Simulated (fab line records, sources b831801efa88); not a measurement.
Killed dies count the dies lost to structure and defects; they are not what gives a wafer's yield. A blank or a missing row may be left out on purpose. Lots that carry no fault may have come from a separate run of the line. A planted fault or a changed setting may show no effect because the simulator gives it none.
fab line records    flow sky130
record: lots: 14  wafers: 42  last-day: 50
route steps=708 shown LOCAL_INTERCONNECT@398 CONTACT@411 METAL1@434
lots with no fault: from the same line, run without faults
start-h: the number of hours between the record's first day and the start of the first shown wafer of the lot    wait-h: hours elapsed since this lot's preceding step    " same as the row above    L1.1+2: a single row standing in for several wafers    - no value, or no start given    * or withheld: withheld    < > ~ a bound
route shown NAME@n: a module of which the file shows steps, and the number in the route of the first    usual: average and standard deviation across the fault-free wafers    same: alike in all rows    chamber/n: place in a boat    sites: readings site by site    _std_site: their standard deviation    _edge_site: mean of outer sites minus mean of inner sites    radius-mm: how far each site lies from the wafer's centre    mask NAME#n: copy n    behind: the most recent tool/chamber to have shaped the wafer    hold: the reason the lot was held/the length of the hold in hours/how it ended    device: names the non-switching transistor (n, p or np)    end of line: tests run on the same wafers once the route is complete    a step given without rows: its recipe and nothing more    killed: dies lost to structure and defects at the first sort, not the wafer's yield    map: a wafer's dies, x killed, . not, _ none there
set.NAME: the run value of the setting; set.NAME@STEP: its run value at that earlier step    model.NAME: the simulator's own value behind a step, which no gauge read
one table for each step of the route and one row for each wafer, over a sample of lots
services: a tool's chamber out of use, with start hour (start-h, from the record's first day; less than 0 if before it), hours out, and reason
== steps ==
step: SKY_LOCAL_INTERCONNECT_CD_MEAS_11
recipe: target-cd-nm: 170
usual: cd-nm: 169.5/1.4
lot.wafer  tool       chamber  start-h  wait-h  cd-nm
L578.2     cd-sem-02  -        712.79   -       172.4
L578.3     "          -        "        "       171.5
L578.6     "          -        "        "       170.3
L580.1     cd-sem-02  -        722.09   -       169.9
L580.2     "          -        "        "       169.1
L580.5     "          -        "        "       169.4
L581.4     cd-sem-02  -        751.25   -       171.4
L581.5     "          -        "        "       170.7
L581.6     "          -        "        "       169.9
L583.1     cd-sem-02  -        768.74   -       167.1
L583.3     "          -        "        "       168.0
L583.5     "          -        "        "       168.3
L582.1     cd-sem-01  -        772.59   -       168.1
L582.2     "          -        "        "       168.2
L582.6     "          -        "        "       167.8
L587.2     cd-sem-02  -        790.21   -       171.7
L587.3     "          -        "        "       171.1
L587.6     "          -        "        "       170.1
L588.1     cd-sem-02  -        797.12   -       170.3
L588.2     "          -        "        "       168.5
L588.3     "          -        "        "       168.3
L589.1     cd-sem-01  -        808.92   -       165.5
L589.3     "          -        "        "       167.6
L589.5     "          -        "        "       168.3
L592.1     cd-sem-02  -        826.03   -       171.0
L592.5     "          -        "        "       171.1
L592.6     "          -        "        "       171.0
L594.2     cd-sem-02  -        843.71   -       168.7
L594.4     "          -        "        "       169.8
L594.6     "          -        "        "       169.2
L595.2     cd-sem-02  -        849.86   -       170.0
L595.3     "          -        "        "       168.8
L595.4     "          -        "        "       167.8
L598.1     cd-sem-01  -        866.24   -       168.0
L598.4     "          -        "        "       170.0
L598.5     "          -        "        "       170.0
L599.2     cd-sem-02  -        874.50   -       168.2
L599.4     "          -        "        "       167.4
L599.5     "          -        "        "       167.8
L600.3     cd-sem-01  -        877.87   -       171.0
L600.4     "          -        "        "       170.8
L600.6     "          -        "        "       170.5
step: SKY_LOCAL_INTERCONNECT_METAL_ETCH_14
recipe: target-depth-nm: 110  stop-on: PSG  chemistry: Cl2/BCl3  target: TiN  resist-sidewall-deg: 88  pressure-mtorr: 10  icp-w: 900  bias-w: 48.5  Cl2_flow_sccm: 60  bcl3-flow-sccm: 30  time-s: 31.4
usual: drypump-motor-current-A: 5.7/0.48  oes-product-au: 0.942/0.0058  throttle-valve-pct: 21.902/0.01
lot.wafer  tool          chamber  start-h  wait-h  drypump-motor-current-A  oes-product-au  rf-hours-counter-h  throttle-valve-pct
L578.2     rie-metal-04  1        712.99   0.0     6.5                      0.949           13                  21.896
L578.3     "             1        "        "       6.5                      0.945           -                   21.883
L578.6     "             1        "        "       6.5                      0.941           -                   21.908
L580.1     rie-metal-02  1        722.31   0.0     5.3                      0.939           4                   21.900
L580.2     "             0        "        "       6.1                      0.946           1                   21.903
L580.5     "             0        "        "       6.1                      0.946           -                   21.901
L581.4     rie-metal-04  0        751.42   0.0     5.7                      0.941           -                   21.893
L581.5     "             0        "        "       5.7                      0.948           -                   21.913
L581.6     "             1        "        "       6.4                      0.934           -                   21.895
L583.1     rie-metal-02  0        768.96   0.0     6.1                      0.947           2                   21.877
L583.3     "             1        "        "       5.3                      0.952           -                   21.908
L583.5     "             1        "        "       5.3                      0.948           -                   21.888
L582.1     rie-metal-03  0        772.81   0.0     5.8                      0.937           2                   21.906
L582.2     "             1        "        "       5.1                      0.944           6                   21.883
L582.6     "             0        "        "       5.8                      0.934           -                   21.910
L587.2     rie-metal-04  1        790.41   0.0     6.5                      0.944           1                   21.895
L587.3     "             0        "        "       5.7                      0.935           -                   21.907
L587.6     "             1        "        "       6.5                      0.931           -                   21.910
L588.1     rie-metal-02  0        797.34   0.0     6.2                      0.947           3                   21.911
L588.2     "             1        "        "       5.4                      0.948           6                   21.903
L588.3     "             0        "        "       6.2                      0.951           -                   21.901
L589.1     rie-metal-03  0        809.14   0.0     5.8                      0.937           3                   21.907
L589.3     "             1        "        "       5.1                      0.937           -                   21.899
L589.5     "             0        "        "       5.8                      0.939           -                   21.906
L592.1     rie-metal-03  0        826.25   0.0     5.8                      0.942           4                   21.875
L592.5     "             0        "        "       5.8                      0.950           -                   21.923
L592.6     "             1        "        "       5.1                      0.943           -                   21.894
L594.2     rie-metal-04  0        843.91   0.0     5.7                      0.937           15                  21.904
L594.4     "             0        "        "       5.7                      0.942           -                   21.906
L594.6     "             1        "        "       6.5                      0.945           -                   21.909
L595.2     rie-metal-04  1        850.06   0.0     6.5                      0.942           3                   21.896
L595.3     "             1        "        "       6.5                      0.944           -                   21.892
L595.4     "             0        "        "       5.7                      0.943           -                   21.899
L598.1     rie-metal-03  0        866.46   0.0     5.8                      0.938           5                   21.899
L598.4     "             1        "        "       5.1                      0.937           -                   21.911
L598.5     "             1        "        "       5.1                      0.936           -                   21.898
L599.2     rie-metal-03  0        874.69   0.0     5.8                      0.937           6                   21.891
L599.4     "             1        "        "       5.1                      0.943           -                   21.898
L599.5     "             0        "        "       5.8                      0.938           -                   21.902
L600.3     rie-metal-04  1        878.06   0.0     6.4                      0.947           -                   21.910
L600.4     "             0        "        "       5.7                      0.940           -                   21.885
L600.6     "             0        "        "       5.7                      0.938           -                   21.898
step: SKY_CONTACT_BOW_MEAS_05
recipe: mode: bow
usual: CONTACT_BOW: 83/6.3
lot.wafer  tool           chamber  start-h  wait-h  CONTACT_BOW[um]
L578.2     film-metro-04  -        714.22   0.2     82
L578.3     "              -        "        "       84
L578.6     "              -        "        "       78
L580.1     film-metro-01  -        723.53   0.2     89
L580.2     "              -        "        "       80
L580.5     "              -        "        "       72
L581.4     film-metro-04  -        752.77   0.2     81
L581.5     "              -        "        "       92
L581.6     "              -        "        "       81
L583.1     film-metro-03  -        770.16   0.1     83
L583.3     "              -        "        "       77
L583.5     "              -        "        "       78
L582.1     film-metro-01  -        774.01   0.2     76
L582.2     "              -        "        "       87
L582.6     "              -        "        "       90
L587.2     film-metro-04  -        791.61   0.2     86
L587.3     "              -        "        "       75
L587.6     "              -        "        "       92
L588.1     film-metro-04  -        798.51   0.1     80
L588.2     "              -        "        "       70
L588.3     "              -        "        "       77
L589.1     film-metro-03  -        810.33   0.2     85
L589.3     "              -        "        "       91
L589.5     "              -        "        "       93
L592.1     film-metro-04  -        827.44   0.1     86
L592.5     "              -        "        "       83
L592.6     "              -        "        "       74
L594.2     film-metro-03  -        845.11   0.3     76
L594.4     "              -        "        "       91
L594.6     "              -        "        "       84
L595.2     film-metro-01  -        851.25   0.1     79
L595.3     "              -        "        "       87
L595.4     "              -        "        "       79
L598.1     film-metro-04  -        867.63   0.1     82
L598.4     "              -        "        "       85
L598.5     "              -        "        "       82
L599.2     film-metro-04  -        875.89   0.1     85
L599.4     "              -        "        "       90
L599.5     "              -        "        "       87
L600.3     film-metro-01  -        879.25   0.1     78
L600.4     "              -        "        "       83
L600.6     "              -        "        "       80
step: SKY_METAL1_SPUTTER_00
recipe: material: Ti  target-thk-nm: 15  power-w: 3000  time-s: 10  chamber-pressure-pa: 0.4
usual: cathode-dc-power-W: 2999.9/0.6  chamber-pressure-pa: 0.3999/0.00078  throttle-valve-pct: 30.1/0.63
lot.wafer  tool            chamber  start-h  wait-h  cathode-dc-power-W  chamber-pressure-pa  throttle-valve-pct
L578.2     pvd-sputter-03  -        742.56   0.2     2998.9              0.4004               29.6
L578.3     "               -        "        "       2999.0              0.3998               30.7
L578.6     "               -        "        "       2999.3              0.3996               30.8
L580.1     pvd-sputter-02  -        753.07   0.1     3000.7              0.4011               29.4
L580.2     "               -        "        "       3000.5              0.3992               29.8
L580.5     "               -        "        "       2999.5              0.3997               29.6
L581.4     pvd-sputter-04  -        781.52   0.1     2999.9              0.4005               30.6
L581.5     "               -        "        "       3000.9              0.4000               29.9
L581.6     "               -        "        "       3000.1              0.4003               30.6
L583.1     pvd-sputter-04  -        797.82   0.2     3000.0              0.3999               31.0
L583.3     "               -        "        "       3000.3              0.3994               30.6
L583.5     "               -        "        "       2999.1              0.4002               29.6
L582.1     pvd-sputter-04  -        801.69   0.2     2999.9              0.4017               29.9
L582.2     "               -        "        "       2999.8              0.4006               29.6
L582.6     "               -        "        "       3000.6              0.4007               29.6
L587.2     pvd-sputter-02  -        820.14   0.2     3000.1              0.3989               29.2
L587.3     "               -        "        "       2998.7              0.3993               29.8
L587.6     "               -        "        "       2999.4              0.4008               29.3
L588.1     pvd-sputter-03  -        827.02   0.1     2999.6              0.4001               30.3
L588.2     "               -        "        "       2999.9              0.3995               31.3
L588.3     "               -        "        "       2998.4              0.4011               30.7
L589.1     pvd-sputter-04  -        838.19   0.1     2999.7              0.3989               29.8
L589.3     "               -        "        "       2999.4              0.3985               30.8
L589.5     "               -        "        "       3000.0              0.4013               30.4
L592.1     pvd-sputter-04  -        855.39   0.2     3000.2              0.3998               29.6
L592.5     "               -        "        "       3000.3              0.3999               30.2
L592.6     "               -        "        "       2999.1              0.4003               29.8
L594.2     pvd-sputter-02  -        872.47   0.2     -                   -                    -
L594.4     "               -        "        "       -                   -                    -
L594.6     "               -        "        "       -                   -                    -
L595.2     pvd-sputter-02  -        878.59   0.2     -                   -                    -
L595.3     "               -        "        "       -                   -                    -
L595.4     "               -        "        "       -                   -                    -
L598.1     pvd-sputter-02  -        895.23   0.2     3000.4              0.3999               29.6
L598.4     "               -        "        "       3000.2              0.4015               31.3
L598.5     "               -        "        "       3000.5              0.4015               31.1
L599.2     pvd-sputter-04  -        903.60   0.1     2999.8              0.3992               29.5
L599.4     "               -        "        "       2999.5              0.4010               30.6
L599.5     "               -        "        "       3000.5              0.4004               30.8
L600.3     pvd-sputter-04  -        906.09   0.2     2999.1              0.4021               29.8
L600.4     "               -        "        "       3000.1              0.3993               30.0
L600.6     "               -        "        "       2999.4              0.3989               29.9
== services ==
tool            chamber  start-h  hours  kind
rie-metal-03    0        693.58   -      clean
rie-metal-03    0        693.58   21.7   scheduled-down
rie-metal-03    0        693.58   21.7   vent-cycle
pvd-sputter-03  -        731.38   3.1    repair
rie-metal-04    -        755.96   0.3    repair
rie-metal-04    1        759.82   -      clean
rie-metal-04    1        759.82   15.8   scheduled-down
rie-metal-04    1        759.82   15.8   vent-cycle
rie-metal-04    -        773.53   0.4    repair
pvd-sputter-04  -        775.92   5.5    repair
pvd-sputter-03  -        814.03   9.2    repair
pvd-sputter-04  -        816.93   2.1    repair
pvd-sputter-02  -        832.51   12.7   repair
rie-metal-03    -        836.44   1.1    repair
pvd-sputter-03  -        842.93   0.7    repair
rie-metal-04    0        893.71   -      clean
rie-metal-04    0        893.71   12.9   scheduled-down
rie-metal-04    0        893.71   12.9   vent-cycle
pvd-sputter-03  -        898.83   0.7    repair
== key ==
first-sign: step: SKY_METAL1_SPUTTER_00  reading: tool-record  direction: missing
effect none on later readings
met-at SKY_METAL1_SPUTTER_00
struck-lots L594,L595
later-rows-left-out L594.2,L594.4,L594.6,L595.2,L595.3,L595.4
sort-left-out L594.2,L594.4,L594.6,L595.2,L595.3,L595.4
not-acting-at SKY_LOCAL_INTERCONNECT_CD_MEAS_11,SKY_LOCAL_INTERCONNECT_METAL_ETCH_14,SKY_CONTACT_BOW_MEAS_05
onset-between 820.14 872.47
fault: kind: skipped-step-whole  tool: pvd-sputter-02  chamber: -  onset-h: 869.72  steps: SKY_METAL1_SPUTTER_00  scope: struck-lots-only
sort-left-out: the simulated sort isn't trusted on such a fault, so these wafers' sort isn't shown, and their yield isn't known
later-rows-left-out: the simulator's readings of these wafers behind a module that went badly wrong aren't trusted and aren't shown, but for the sort
